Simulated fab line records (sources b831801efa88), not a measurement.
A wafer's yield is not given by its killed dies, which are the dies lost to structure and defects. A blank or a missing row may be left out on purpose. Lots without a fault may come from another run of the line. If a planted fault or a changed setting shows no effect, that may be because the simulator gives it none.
Which tool did it? ; flow sfq-line ; 15 lots with 45 wafers sampled at 5 steps, on a route of 325 steps

WHAT THE GAUGES SHOWED, per wafer
SFQ_I4_OVL_MEAS_928.
lot;measured;on;I4_OVL (nm)
L788;day 42 22:39;overlay-01;4 1 0
L790;day 46 05:59;overlay-02;5 6 5
L791;day 46 14:23;overlay-01;2 -6 -1
L792;day 46 18:00;overlay-01;4 7 1
L793;day 46 19:12;overlay-01;2 2 -5
L794;day 50 13:30;overlay-02;-3 5 -3
L802;day 55 01:07;overlay-02;-6 0 -4
L803;day 55 04:42;overlay-02;7 5 6
L804;day 57 06:09;overlay-01;10 11 5
L806;day 57 16:57;overlay-01;-4 -8 -8
L807;day 57 21:46;overlay-02;-5 -3 -3
L808;day 57 22:57;overlay-01;9 11 10
L809;day 58 00:09;overlay-02;0 7 1
L810;day 58 12:04;overlay-02;3 10 6
L811;day 58 13:16;overlay-02;9 6 7

SFQ_M5_OVL_MEAS_932.
lot;measured;on;M5_OVL (nm)
L788;day 49 11:29;overlay-02;-3 4 2
L790;day 52 17:06;overlay-01;-2 3 1
L791;day 52 18:18;overlay-01;-5 -4 1
L792;day 52 20:36;overlay-02;5 -2 4
L793;day 52 21:48;overlay-02;-12 -11 -12
L794;day 52 22:59;overlay-02;3 2 -1
L802;day 55 15:50;overlay-01;13 10 14
L803;day 55 20:37;overlay-01;-11 -5 -3
L804;day 57 16:52;overlay-02;-2 -5 0
L806;day 58 03:33;overlay-02;5 -1 7
L807;day 58 08:28;overlay-02;-3 1 -2
L808;day 64 02:49;overlay-02;3 4 1
L809;day 64 06:26;overlay-01;7 3 3
L810;day 64 13:38;overlay-01;-15 -9 -9
L811;day 64 16:01;overlay-02;-3 -4 -1

WHICH TOOL RAN EACH LOT (tool, then ch and the chambers of the sampled wafers, then the start)
lot;SFQ_TRILAYER_JJ_TRILAYER_DEP_SPUTTER_109;SFQ_TRILAYER_JJ_CE_LITHO_EXPOSE_115;SFQ_TRILAYER_JJ_CE_METRO_MEASURE_117
L788;pvd-sputter-05, day 42 23:38;krf-scanner-01 ch 0, day 43 04:37;cd-sem-01, day 43 06:09
L790;pvd-sputter-03, day 46 07:35;krf-scanner-01 ch 0, day 47 00:59;cd-sem-01, day 47 02:32
L791;pvd-sputter-04, day 46 15:23;krf-scanner-01 ch 0, day 47 02:11;cd-sem-02, day 47 03:44
L792;pvd-sputter-05, day 46 18:59;krf-scanner-01 ch 0, day 47 03:47;cd-sem-01, day 47 05:20
L793;pvd-sputter-03, day 46 20:11;krf-scanner-01 ch 0, day 47 04:59;cd-sem-02, day 47 06:32
L794;pvd-sputter-04, day 50 14:29;krf-scanner-02 ch 0, day 51 05:31;cd-sem-01, day 51 07:03
L802;pvd-sputter-05, day 55 02:41;krf-scanner-01 ch 0, day 55 06:19;cd-sem-01, day 55 07:52
L803;pvd-sputter-04, day 55 05:44;krf-scanner-01 ch 0, day 55 10:43;cd-sem-02, day 55 12:16
L804;pvd-sputter-03, day 57 07:19;krf-scanner-01 ch 0, day 57 09:37;cd-sem-01, day 57 11:10
L806;pvd-sputter-03, day 57 17:56;krf-scanner-01 ch 0, day 57 20:03;cd-sem-01, day 57 21:35
L807;pvd-sputter-05, day 57 22:44;krf-scanner-01 ch 0, day 58 01:15;cd-sem-02, day 58 02:47
L808;pvd-sputter-03, day 57 23:56;krf-scanner-01 ch 0, day 58 03:15;cd-sem-01, day 58 04:47
L809;pvd-sputter-05, day 58 01:08;krf-scanner-01 ch 0, day 58 04:39;cd-sem-02, day 58 06:17
L810;pvd-sputter-05, day 58 13:04;krf-scanner-02 ch 0, day 58 15:32;cd-sem-01, day 58 17:04
L811;pvd-sputter-03, day 58 14:16;krf-scanner-02 ch 0, day 58 16:32;cd-sem-02, day 58 18:04
- SFQ_TRILAYER_JJ_TRILAYER_DEP_SPUTTER_109: material Nb, target thk 150 nm, time 100 s.
- SFQ_TRILAYER_JJ_CE_LITHO_EXPOSE_115: exposes mask J5, target cd 700 nm.
- SFQ_TRILAYER_JJ_CE_METRO_MEASURE_117

WHAT THE TOOLS THEMSELVES READ (means of the sampled wafers that have a number; where no wafer has one, the mark that the record gives instead)
SFQ_TRILAYER_JJ_TRILAYER_DEP_SPUTTER_109.
lot;tool;throttle-valve-pct (%)
L788;pvd-sputter-05;30.1
L790;pvd-sputter-03;30.6
L791;pvd-sputter-04;29.7
L792;pvd-sputter-05;29.9
L793;pvd-sputter-03;30.6
L794;pvd-sputter-04;29.6
L802;pvd-sputter-05;29.8
L803;pvd-sputter-04;30.2
L804;pvd-sputter-03;30.6
L806;pvd-sputter-03;30.8
L807;pvd-sputter-05;29.7
L808;pvd-sputter-03;30.4
L809;pvd-sputter-05;29.8
L810;pvd-sputter-05;30.1
L811;pvd-sputter-03;30.5

SFQ_TRILAYER_JJ_CE_METRO_MEASURE_117.
lot;tool;cd-nm (nm)
L788;cd-sem-01;700.1
L790;cd-sem-01;700.2
L791;cd-sem-02;688.3
L792;cd-sem-01;690.2
L793;cd-sem-02;689.3
L794;cd-sem-01;697.7
L802;cd-sem-01;699.9
L803;cd-sem-02;701.8
L804;cd-sem-01;699.1
L806;cd-sem-01;701.6
L807;cd-sem-02;701.6
L808;cd-sem-01;699.6
L809;cd-sem-02;701.1
L810;cd-sem-01;699.2
L811;cd-sem-02;699.7

THE ANSWER, worked out from the rows above alone
Rule: the usual values come from the lots themselves. The widest of any qualifying gaps counts: lots, ordered by their means at a reading, are off when they make up no more than a third of the lots, leave a main group of 4 or more, and stand apart from it by 3 or more times the standard deviation of that group's means. If all means in a main group match to the digits the tables above print for the reading, that group is not used. A lot without any number at a reading at which 4 lots or more have one is off too. The other lots that the step has rows for count as sound. First the gauges in route order, then the tools' own readings, where a lot's mean is used as printed above. The first step at which some lot is off is used, and at that step the reading that is off furthest; a lot without a number counts as furthest.
Off: L791, L792, L793, at SFQ_TRILAYER_JJ_CE_METRO_MEASURE_117 (cd-nm). Mean 700.1 nm and standard deviation 1.2 in the main group.
A tool fits if, at that step or a process step before it, it ran every lot that is off, and no sound lot after the first of them. Of those tried, none fits.

WHAT THE SIMULATOR HAD PUT IN
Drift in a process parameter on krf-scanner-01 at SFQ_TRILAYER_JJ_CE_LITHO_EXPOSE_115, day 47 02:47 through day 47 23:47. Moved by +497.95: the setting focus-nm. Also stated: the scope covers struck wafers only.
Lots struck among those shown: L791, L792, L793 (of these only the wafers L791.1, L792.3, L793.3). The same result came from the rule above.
